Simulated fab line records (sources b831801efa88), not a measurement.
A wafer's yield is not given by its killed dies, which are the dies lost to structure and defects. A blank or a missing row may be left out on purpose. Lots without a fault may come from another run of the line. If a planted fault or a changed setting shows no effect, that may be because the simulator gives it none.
Matching of chambers | flow sky130 | 3 sister chambers for SKY_CONTACT_CVD_00 on pecvd-02
The step deposits Si3N4, target thk 75 nm. 3 wafers are shown with their chamber, then 8 later ones without.

## WAFERS, EACH WITH ITS CHAMBER
wafer  | chamber | heaterPowerW (W)
L551.4 | 0       | 632
L551.6 | 1       | 650
L561.4 | 2       | 571

## WAFERS WHOSE CHAMBER IS MISSING
wafer  | heaterPowerW (W)
L561.5 | 618
L561.6 | 749
L563.4 | 597
L563.5 | 708
L563.6 | 650
L564.1 | 530
L564.4 | 551
L564.5 | 614

## WHICH CHAMBER EACH WENT THROUGH
wafer  | from the rows above          | in truth
L561.5 | can't be placed: 0 or 1 or 2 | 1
L561.6 | can't be placed: 1 or 0 or 2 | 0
L563.4 | can't be placed: 2 or 0 or 1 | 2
L563.5 | can't be placed: 1 or 0 or 2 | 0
L563.6 | can't be placed: 1 or 0 or 2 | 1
L564.1 | can't be placed: 2 or 0 or 1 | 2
L564.4 | can't be placed: 2 or 0 or 1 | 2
L564.5 | can't be placed: 0 or 1 or 2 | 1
0 of 8 placed correctly. Not placeable from these rows: 8 (in 8, the candidates include the true chamber). Number placed wrongly: 0.
How it was worked out, from the rows above alone: a wafer's distance from a chamber is the root of the sum, over the readings, of the square of ((its reading less the chamber's mean) divided by the reading's scatter). If the next closest chamber is less than 2 further off than the closest, the wafer can't be placed; otherwise it belongs to the closest. Each chamber's mean is taken over the wafers shown for it. The scatter (one wafer shown for each chamber): square how far every hidden wafer sits from the nearest shown wafer, average those squares and take the square root.
